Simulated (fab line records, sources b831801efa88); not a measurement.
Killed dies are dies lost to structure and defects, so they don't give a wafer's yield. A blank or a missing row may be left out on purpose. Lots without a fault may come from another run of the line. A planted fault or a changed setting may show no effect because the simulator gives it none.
Which tool did it? | flow sky130 | 24 lots, 72 wafers sampled, at 5 steps of a route of 708

WHAT THE GAUGES READ, wafer by wafer
SKY_METAL3_OVL_MEAS_14. Usual: METAL3_OVL 3 nm, standard deviation 5.3.
lot  | measured     | on         | METAL3_OVL (nm) | flag
L074 | day 38 08:53 | overlay-02 | 6 4 5           |
L075 | day 39 14:42 | overlay-02 | 6 3 -6          |
L077 | day 39 16:59 | overlay-01 | 5 -2 -6         |
L076 | day 39 16:41 | overlay-02 | 0 -3 -1         |
L079 | day 39 17:32 | overlay-01 | 1 3 7           |
L078 | day 39 21:56 | overlay-02 | 4 4 0           |
L080 | day 40 05:45 | overlay-01 | 9 6 0           |
L081 | day 40 18:15 | overlay-02 | 12 14 11        |
L082 | day 41 04:08 | overlay-02 | -2 4 7          |
L083 | day 41 08:47 | overlay-02 | 4 1 8           |
L084 | day 41 05:50 | overlay-01 | 0 5 4           |
L085 | day 41 10:05 | overlay-01 | -4 -1 1         |
L086 | day 42 02:23 | overlay-02 | 6 9 4           |
L087 | day 42 11:15 | overlay-01 | 6 -3 7          |
L088 | day 42 12:14 | overlay-02 | 8 0 1           |
L089 | day 42 20:47 | overlay-01 | -2 0 -4         |
L090 | day 43 05:58 | overlay-01 | -6 -11 -8       |
L091 | day 43 09:29 | overlay-01 | 4 3 10          |
L092 | day 43 13:38 | overlay-01 | 8 -4 -2         |
L093 | day 44 09:59 | overlay-01 | 9 7 13          |
L094 | day 44 13:26 | overlay-01 | 1 9 8           |
L095 | day 45 03:38 | overlay-01 | 2 2 6           |
L097 | day 46 03:05 | overlay-02 | 1 -11 -6        |
L096 | day 46 03:26 | overlay-01 | 0 -2 5          |

WHICH TOOL RAN EACH LOT (tool, then ch and the chambers of the sampled wafers, then the start)
lot  | SKY_FIELD_ISO_CMP_27         | SKY_CONTACT_CMP_04            | SKY_CONTACT_SPUTTER_23       | SKY_VIA2_ETCH_15
L074 | cmp-01 ch 0,1,3, day 2 08:04 | cmp-01 ch 0,1,3, day 30 05:11 | pvd_sputter-01, day 31 10:12 | rie_diel-04 ch 0,1,3, day 36 03:13
L075 | cmp-01 ch 0,2,3, day 3 06:24 | cmp-01 ch 1,3, day 31 14:37   | pvd_sputter-03, day 32 18:23 | rie_diel-03 ch 0,2, day 37 11:10
L077 | cmp-02 ch 0,1,2, day 3 07:23 | cmp-02 ch 0,1,3, day 31 17:02 | pvd_sputter-01, day 32 20:44 | rie_diel-03 ch 1,3, day 37 12:31
L076 | cmp-01 ch 0,1,2, day 3 07:57 | cmp-01 ch 0,1,2, day 31 15:49 | pvd_sputter-03, day 32 19:30 | rie_diel-01 ch 0,1,3, day 37 12:10
L079 | cmp-02 ch 0,2,3, day 3 12:17 | cmp-01 ch 0,1,3, day 31 20:16 | pvd_sputter-03, day 32 23:53 | rie_diel-04 ch 0,2, day 37 13:16
L078 | cmp-02 ch 0,2,3, day 3 13:18 | cmp-01 ch 2,3, day 32 00:02   | pvd_sputter-03, day 33 03:38 | rie_diel-04 ch 0,2, day 37 18:04
L080 | cmp-02 ch 0,1, day 3 16:41   | cmp-01 ch 1,2, day 32 08:13   | pvd_sputter-02, day 33 11:50 | rie_diel-01 ch 1,2, day 38 01:49
L081 | cmp-02 ch 1,2,3, day 3 23:32 | cmp-02 ch 0,1,3, day 32 19:44 | pvd_sputter-03, day 33 23:50 | rie_diel-01 ch 1,3, day 38 14:13
L082 | cmp-02 ch 1,2,3, day 4 03:49 | cmp-01 ch 1,3, day 33 06:32   | pvd_sputter-01, day 34 10:26 | rie_diel-03 ch 2,3, day 39 00:34
L083 | cmp-01 ch 1,2,3, day 4 09:32 | cmp-01 ch 1,3, day 33 14:26   | pvd_sputter-02, day 34 18:21 | rie_diel-04 ch 0,1,3, day 39 06:52
L084 | cmp-02 ch 0,2,3, day 4 10:44 | cmp-01 ch 0,2,3, day 33 11:27 | pvd_sputter-02, day 34 14:39 | rie_diel-03 ch 1,2,3, day 39 03:07
L085 | cmp-02 ch 0,2,3, day 4 17:05 | cmp-01 ch 0,2,3, day 33 16:29 | pvd_sputter-01, day 34 20:54 | rie_diel-04 ch 0,1,2, day 39 08:58
L086 | cmp-01 ch 1,2, day 5 02:16   | cmp-02 ch 0,1,3, day 34 09:29 | pvd_sputter-02, day 35 13:24 | rie_diel-03 ch 1,2,3, day 40 00:10
L087 | cmp-02 ch 1,2,3, day 5 06:58 | cmp-02 ch 1,2, day 34 20:08   | pvd_sputter-03, day 35 23:08 | rie_diel-04 ch 0,1,3, day 40 10:19
L088 | cmp-02 ch 0,1,3, day 5 11:06 | cmp-02 ch 0,1,2, day 34 22:18 | pvd_sputter-02, day 36 01:27 | rie_diel-03 ch 2,3, day 40 12:22
L089 | cmp-02 ch 0,2, day 5 15:19   | cmp-02 ch 0,1,3, day 35 05:31 | pvd_sputter-02, day 36 08:38 | rie_diel-01 ch 2,3, day 40 20:04
L090 | cmp-02 ch 1,2,3, day 5 22:45 | cmp-01 ch 1,2,3, day 35 16:10 | pvd_sputter-01, day 36 19:36 | rie_diel-04 ch 0,1,3, day 41 05:22
L091 | cmp-01 ch 0,1,3, day 6 07:18 | cmp-01 ch 0,3, day 35 21:14   | pvd_sputter-03, day 36 23:55 | rie_diel-04 ch 0,1,3, day 41 07:04
L092 | cmp-02 ch 1,2, day 6 07:28   | cmp-02 ch 1,3, day 36 02:02   | pvd_sputter-03, day 37 05:08 | rie_diel-03 ch 0,1, day 41 11:40
L093 | cmp-02 ch 0,1,3, day 6 15:49 | cmp-01 ch 0,1,3, day 36 16:53 | pvd_sputter-02, day 37 20:17 | rie_diel-04 ch 0,1,3, day 42 07:19
L094 | cmp-02 ch 0,1,3, day 6 21:23 | cmp-01 ch 0,1,2, day 37 06:19 | pvd_sputter-02, day 38 09:20 | rie_diel-04 ch 0,1,2, day 42 14:25
L095 | cmp-01 ch 1,2,3, day 7 12:31 | cmp-01 ch 2,3, day 37 23:01   | pvd_sputter-03, day 39 01:35 | rie_diel-04 ch 0,1,2, day 43 06:01
L097 | cmp-02 ch 0,1,3, day 7 19:46 | cmp-02 ch 1,2,3, day 38 14:44 | pvd_sputter-03, day 39 16:29 | rie_diel-01 ch 0,1,3, day 44 05:49
L096 | cmp-01 ch 0,1,2, day 7 20:01 | cmp-01 ch 0,1,3, day 38 17:04 | pvd_sputter-02, day 39 18:55 | rie_diel-04 ch 1,2,3, day 44 06:10
- SKY_FIELD_ISO_CMP_27: polishes, stops on Si3N4, t overpolish 16 s, target thk 457.8 nm.
- SKY_CONTACT_CMP_04: polishes SiO2.
- SKY_CONTACT_SPUTTER_23: material TiN, target thk 20 nm, time 80 s.
- SKY_VIA2_ETCH_15: etches SiO2 in C4F8/O2/Ar, stops on TiN, target depth 546 nm, time 86.05 s.

WHAT THE TOOLS THEMSELVES READ (means of the sampled wafers that have a number; where no wafer has one, the mark that the record gives instead)
SKY_FIELD_ISO_CMP_27. Usual: motor_current_A 11.7 A, standard deviation 1.1; overpolish_run_s 16.001 s, standard deviation 0.0087; time_to_endpoint_s 111 s, standard deviation 3.5.
lot  | tool   | motor_current_A (A) | overpolish_run_s (s) | time_to_endpoint_s (s) | flag
L074 | cmp-01 | 11.8                | 16.001               | 110                    |
L075 | cmp-01 | 11.6                | 16.007               | 112                    |
L077 | cmp-02 | 11.6                | 16.008               | 112                    |
L076 | cmp-01 | 12.3                | 16.006               | 110                    |
L079 | cmp-02 | 11.5                | 16.004               | 109                    |
L078 | cmp-02 | 11.7                | 16.012               | 116                    |
L080 | cmp-02 | 12.0                | 15.991               | 116                    |
L081 | cmp-02 | 12.0                | 15.998               | 111                    |
L082 | cmp-02 | 11.8                | 16.002               | 116                    |
L083 | cmp-01 | 10.5                | 15.997               | 110                    |
L084 | cmp-02 | 11.4                | 16.001               | 112                    |
L085 | cmp-02 | 11.1                | 16.001               | 113                    |
L086 | cmp-01 | 10.9                | 16.000               | 108                    |
L087 | cmp-02 | 12.0                | 15.999               | 110                    |
L088 | cmp-02 | 12.0                | 16.006               | 107                    |
L089 | cmp-02 | 11.1                | 15.988               | 109                    |
L090 | cmp-02 | 11.7                | 15.999               | 112                    |
L091 | cmp-01 | 11.8                | 15.995               | 113                    |
L092 | cmp-02 | 12.4                | 15.990               | 109                    |
L093 | cmp-02 | 11.8                | 16.001               | 115                    |
L094 | cmp-02 | 12.0                | 16.002               | 112                    |
L095 | cmp-01 | 10.9                | 16.007               | 106                    |
L097 | cmp-02 | 12.0                | 15.999               | 115                    |
L096 | cmp-01 | 11.9                | 16.001               | 110                    |

SKY_CONTACT_CMP_04. Usual: motor_current_A 11.7 A, standard deviation 1.3; time_to_endpoint_s 82 s, standard deviation 3.4.
lot  | tool   | motor_current_A (A) | time_to_endpoint_s (s) | flag
L074 | cmp-01 | 11.8                | 80                     |
L075 | cmp-01 | 10.7                | 84                     |
L077 | cmp-02 | 11.9                | 80                     |
L076 | cmp-01 | 12.1                | 86                     |
L079 | cmp-01 | 11.9                | 83                     |
L078 | cmp-01 | 10.3                | 85                     |
L080 | cmp-01 | 11.0                | 81                     |
L081 | cmp-02 | 11.9                | 80                     |
L082 | cmp-01 | 11.1                | 81                     |
L083 | cmp-01 | 10.8                | 80                     |
L084 | cmp-01 | 11.8                | 79                     |
L085 | cmp-01 | 11.8                | 81                     |
L086 | cmp-02 | 11.9                | 83                     |
L087 | cmp-02 | 12.1                | 79                     |
L088 | cmp-02 | 11.7                | 83                     |
L089 | cmp-02 | 11.9                | 86                     |
L090 | cmp-01 | 10.9                | 83                     |
L091 | cmp-01 | 11.8                | 77                     |
L092 | cmp-02 | 12.1                | 80                     |
L093 | cmp-01 | 12.0                | 81                     |
L094 | cmp-01 | 11.7                | 77                     |
L095 | cmp-01 | 11.0                | 80                     |
L097 | cmp-02 | 12.4                | 85                     |
L096 | cmp-01 | 11.9                | 83                     |

SKY_CONTACT_SPUTTER_23. Usual: throttle_valve_pct 30.3 %, standard deviation 1.
lot  | tool           | throttle_valve_pct (%) | flag
L074 | pvd_sputter-01 | 31.1                   |
L075 | pvd_sputter-03 | 29.9                   |
L077 | pvd_sputter-01 | 30.7                   |
L076 | pvd_sputter-03 | 30.2                   |
L079 | pvd_sputter-03 | 29.7                   |
L078 | pvd_sputter-03 | 29.5                   |
L080 | pvd_sputter-02 | 29.9                   |
L081 | pvd_sputter-03 | 30.7                   |
L082 | pvd_sputter-01 | 30.2                   |
L083 | pvd_sputter-02 | 30.8                   |
L084 | pvd_sputter-02 | 30.7                   |
L085 | pvd_sputter-01 | 30.3                   |
L086 | pvd_sputter-02 | 30.6                   |
L087 | pvd_sputter-03 | 30.0                   |
L088 | pvd_sputter-02 | 30.9                   |
L089 | pvd_sputter-02 | 30.9                   |
L090 | pvd_sputter-01 | 30.4                   |
L091 | pvd_sputter-03 | 29.7                   |
L092 | pvd_sputter-03 | 30.3                   |
L093 | pvd_sputter-02 | 30.3                   |
L094 | pvd_sputter-02 | 30.4                   |
L095 | pvd_sputter-03 | 29.8                   |
L097 | pvd_sputter-03 | 30.0                   |
L096 | pvd_sputter-02 | 30.6                   |

SKY_VIA2_ETCH_15. Usual: oes_product_au 0.936 a.u., standard deviation 0.0054.
lot  | tool        | oes_product_au (a.u.) | flag
L074 | rie_diel-04 | 0.938                 |
L075 | rie_diel-03 | 0.935                 |
L077 | rie_diel-03 | 0.935                 |
L076 | rie_diel-01 | 0.929                 |
L079 | rie_diel-04 | 0.936                 |
L078 | rie_diel-04 | 0.933                 |
L080 | rie_diel-01 | 0.936                 |
L081 | rie_diel-01 | 0.932                 |
L082 | rie_diel-03 | 0.935                 |
L083 | rie_diel-04 | 0.934                 |
L084 | rie_diel-03 | 0.935                 |
L085 | rie_diel-04 | 0.936                 |
L086 | rie_diel-03 | 0.938                 |
L087 | rie_diel-04 | 0.937                 |
L088 | rie_diel-03 | 0.934                 |
L089 | rie_diel-01 | 0.938                 |
L090 | rie_diel-04 | 0.933                 |
L091 | rie_diel-04 | 0.934                 |
L092 | rie_diel-03 | 0.936                 |
L093 | rie_diel-04 | 0.937                 |
L094 | rie_diel-04 | 0.937                 |
L095 | rie_diel-04 | 0.935                 |
L097 | rie_diel-01 | 0.939                 |
L096 | rie_diel-04 | 0.948                 |

THE ANSWER, worked out from the rows above alone
Rule: a lot is off if the mean of its wafers that have a number lies more than 3 standard deviations from the usual mean. A lot without any number at a reading at which 4 lots or more have one is off too. The other lots that the step has rows for count as sound. The gauges are gone through in route order, then the tools' own readings, and for those a lot's mean is taken as printed above. The first step at which some lot is off is used, and at that step the reading that is off furthest; a lot without a number counts as furthest.
No lot is off at any reading shown: from this, nothing can be told.

WHAT THE SIMULATOR HAD PUT IN
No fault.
